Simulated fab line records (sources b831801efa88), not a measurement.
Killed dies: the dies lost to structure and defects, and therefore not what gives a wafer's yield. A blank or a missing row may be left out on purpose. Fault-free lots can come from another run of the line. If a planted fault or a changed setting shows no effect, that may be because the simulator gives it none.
Chamber matching || flow sky130 || 3 sister chambers for SKY_CONTACT_CVD_00 on pecvd-04
The step deposits Si3N4, target thk 75 nm. 6 wafers are shown with their chamber, then 9 later ones without.

## WAFERS WITH THEIR CHAMBER
{"wafer": "L079.4", "chamber": 1, "heaterPowerW (W)": 609}
{"wafer": "L084.2", "chamber": 0, "heaterPowerW (W)": 689}
{"wafer": "L084.6", "chamber": 0, "heaterPowerW (W)": 679}
{"wafer": "L092.2", "chamber": 2, "heaterPowerW (W)": 692}
{"wafer": "L092.4", "chamber": 1, "heaterPowerW (W)": 597}
{"wafer": "L092.5", "chamber": 2, "heaterPowerW (W)": 697}

## WAFERS MISSING THEIR CHAMBER
{"wafer": "L094.1", "heaterPowerW (W)": 535}
{"wafer": "L094.2", "heaterPowerW (W)": 603}
{"wafer": "L094.3", "heaterPowerW (W)": 736}
{"wafer": "L094.4", "heaterPowerW (W)": 591}
{"wafer": "L094.5", "heaterPowerW (W)": 538}
{"wafer": "L094.6", "heaterPowerW (W)": 596}
{"wafer": "L097.4", "heaterPowerW (W)": 571}
{"wafer": "L097.5", "heaterPowerW (W)": 696}
{"wafer": "L097.6", "heaterPowerW (W)": 571}

## WHICH CHAMBER EACH ONE RAN IN
{"wafer": "L094.1", "from the rows above": 1, "in truth": 1}
{"wafer": "L094.2", "from the rows above": 1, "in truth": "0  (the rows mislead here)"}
{"wafer": "L094.3", "from the rows above": "can't be placed: 2 or 0", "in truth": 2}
{"wafer": "L094.4", "from the rows above": 1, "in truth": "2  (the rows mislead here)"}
{"wafer": "L094.5", "from the rows above": 1, "in truth": 1}
{"wafer": "L094.6", "from the rows above": 1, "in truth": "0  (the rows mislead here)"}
{"wafer": "L097.4", "from the rows above": 1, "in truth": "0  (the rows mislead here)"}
{"wafer": "L097.5", "from the rows above": "can't be placed: 2 or 0", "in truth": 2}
{"wafer": "L097.6", "from the rows above": 1, "in truth": 1}
Placed correctly: 3 of 9. Unplaceable from these rows: 2, with the true chamber sitting among the candidates in 2. Placed wrongly: 4.
How it was worked out, from the rows above alone: a wafer's distance from a chamber is the root of the sum, over the readings, of the square of ((its reading less the chamber's mean) divided by the reading's scatter). If the next closest chamber is less than 2 further off than the closest, the wafer can't be placed; otherwise it belongs to the closest. The mean given for a chamber averages the wafers shown for that chamber. The scatter: the root of (the sum of the squares of (reading less its chamber's mean) over the shown wafers, divided by (wafers less chambers)).
